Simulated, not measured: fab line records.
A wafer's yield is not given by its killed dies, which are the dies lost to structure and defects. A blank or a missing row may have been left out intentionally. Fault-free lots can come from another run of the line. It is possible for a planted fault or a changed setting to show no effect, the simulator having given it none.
A lot that was struck, set against a sound lot + flow gf180mcu + 24 steps out of a route of 602
Sound: these wafers, L473.2, L473.3, L473.5. Struck: wafers L476.4, L476.5, L476.6. The cause is given at the end.
For every step that has rows: the tool of each side, followed by ch and its chambers, followed by its first start. Under that, the readings that differ: sound wafers + struck wafers + difference of the means + sigmas: that difference in standard deviations of wafers without a fault.
alike: words and numbers the same on both sides, and readings whose means are apart by under 2 such deviations; not compared: readings that were withheld, readings missing a value for some wafer, numbers with overlapping values and no deviation given by the record, and bounds like >300 which may hide the same value.
A row with sigmas, a row that says differs or no value, or rows on one side alone: a step with any of these is where the two part. When numbers do not overlap yet have no deviation, they are printed without sigmas and do not part them. A reading missing from all wafers of one side parts the sides only when that side holds two or more wafers.

GF_HV_LDD_STRIP_49: strips in O2/N2.
  sound on plasma_asher-03 ch 0,1, day 14 00:46; struck on plasma_asher-04 ch 0,1, day 15 04:02
  alike: drypump_motor_current_A, heater_power_w, oes_product_au, strip_time_to_endpoint_s
  not compared: rf_hours_counter_h
GF_HV_LDD_TW_MEAS_50:
  sound: film_metro-01 at day 14 00:52; struck: film_metro-03 at day 15 04:08
  alike: HV_LDD_4_TW
then, 1 step without rows for these wafers: GF_HV_LDD_CLEAN_51 (cleans in SC1/SC2, time 150 s).
GF_HV_LDD_RTA_52: time 10 s.
  sound on rtp_anneal-01 ch 0, day 14 00:59; struck on rtp_anneal-02 ch 0, day 15 04:15
| reading            | sound             | struck            | difference | sigmas |
|--------------------|-------------------|-------------------|------------|--------|
| lamp_power_pct (%) | 33.28 33.29 33.34 | 33.57 33.59 33.57 | +0.27      | +2     |
  alike: wafer_temp_C_max
GF_HV_LDD_RS_MEAS_53: a four-point-probe measurement.
  sound: film_metro-01 at day 14 01:04; struck: film_metro-01 at day 15 04:21
  alike: HV_LDD_RS
then, 1 step without rows for these wafers: GF_HV_LDD_CVD_54 (deposits SiO2 from TEOS, target thk 10 nm, time 75 s).
GF_HV_LDD_THK_MEAS_55:
  sound: film_metro-04 at day 14 03:07; struck: film_metro-01 at day 15 05:28
  alike: HV_LDD_CVD_54_THK
then, 1 step without rows for these wafers: GF_HV_LDD_CVD_56 (deposits Si3N4 from DCS/NH3, target thk 90 nm, time 1543 s).
GF_HV_LDD_THK_MEAS_57:
  sound: film_metro-03 at day 14 04:37; struck: film_metro-03 at day 15 06:58
  alike: HV_LDD_CVD_56_THK
GF_HV_LDD_ETCHBACK_58: etches Si3N4 in CH3F/O2, stops on SiO2, time 100 s, target depth 90 nm.
  sound on rie_diel-03 ch 0,3, day 14 04:40; struck on rie_diel-03 ch 0,1,2, day 15 06:59
  alike: drypump_motor_current_A, oes_product_au, rf_fwd_power_W, throttle_valve_pct
  not compared: rf_hours_counter_h
then, 2 steps without rows for these wafers: GF_NSD_DEHYDRATE_00 (time 60 s); GF_NSD_HMDS_01 (prime time 60 s).
GF_NSD_COAT_02: resist thk 1000 nm.
  sound on litho_track-03 ch 0, day 14 14:34; struck on litho_track-04 ch 0, day 15 16:53
| reading                                  | sound          | struck         | difference | sigmas |
|------------------------------------------|----------------|----------------|------------|--------|
| model.NOVOLAK_of_NSD_COAT_02.thk_nm (nm) | 1005 1001 1003 | 1131 1130 1131 | +128       |        |
then, 3 steps without rows for these wafers: GF_NSD_SOFTBAKE_03 (time 60 s); GF_NSD_EXPOSE_04 (exposes mask Nplus, target cd 400 nm); GF_NSD_PEB_05.
GF_NSD_DEVELOP_06: develop time 60 s.
  sound on litho_track-02 ch 0, day 15 01:38; struck on litho_track-04 ch 0, day 16 03:50
| reading                                  | sound          | struck         | difference | sigmas |
|------------------------------------------|----------------|----------------|------------|--------|
| model.NOVOLAK_of_NSD_COAT_02.thk_nm (nm) | 1004 1000 1002 | 1131 1129 1131 | +128       |        |
GF_NSD_CD_MEAS_07: the cd target is 400 nm.
  sound: cd_sem-02 at day 15 01:47; struck: cd_sem-02 at day 16 03:58
| reading    | sound             | struck            | difference | sigmas |
|------------|-------------------|-------------------|------------|--------|
| cd_nm (nm) | 402.1 397.9 398.8 | 388.0 386.3 387.6 | -12.3      | -4     |
GF_NSD_OVL_MEAS_08:
  sound: overlay-02 at day 15 01:53; struck: overlay-02 at day 16 04:02
  alike: NSD_OVL
then, 2 steps without rows for these wafers: GF_NSD_IMPLANT_09; GF_NSD_IMPLANT_10.
GF_NSD_STRIP_11: strips in O2/N2.
  sound on plasma_asher-02 ch 0, day 15 02:13; struck on plasma_asher-02 ch 0,1, day 16 04:23
| reading                      | sound             | struck            | difference | sigmas |
|------------------------------|-------------------|-------------------|------------|--------|
| oes_product_au (a.u.)        | 0.491 0.488 0.485 | 0.496 0.504 0.498 | +0.011     | +2     |
| strip_time_to_endpoint_s (s) | 23.03 23.00 23.02 | 24.41 24.41 24.41 | +1.39      | +39    |
  alike: drypump_motor_current_A, heater_power_w
  not compared: rf_hours_counter_h
GF_NSD_TW_MEAS_12:
  sound: film_metro-04 at day 15 02:19; struck: film_metro-02 at day 16 04:29
  alike: NSD_TW
-- the record jumps here: 15 days lie between the struck wafers' starts before and after (it left off in module NSD and takes up again in module PASSIVATION, whose first step shown is number 602 of the route) --
GF_PASSIVATION_PROBE_99:
  the record has rows for the struck wafers here (prober-01, day 31 10:19) and none for the sound ones

== WHERE THEY PART ==
Earliest at GF_HV_LDD_RTA_52; latest, in this record, at GF_PASSIVATION_PROBE_99.

WHY: the cause the simulator had injected
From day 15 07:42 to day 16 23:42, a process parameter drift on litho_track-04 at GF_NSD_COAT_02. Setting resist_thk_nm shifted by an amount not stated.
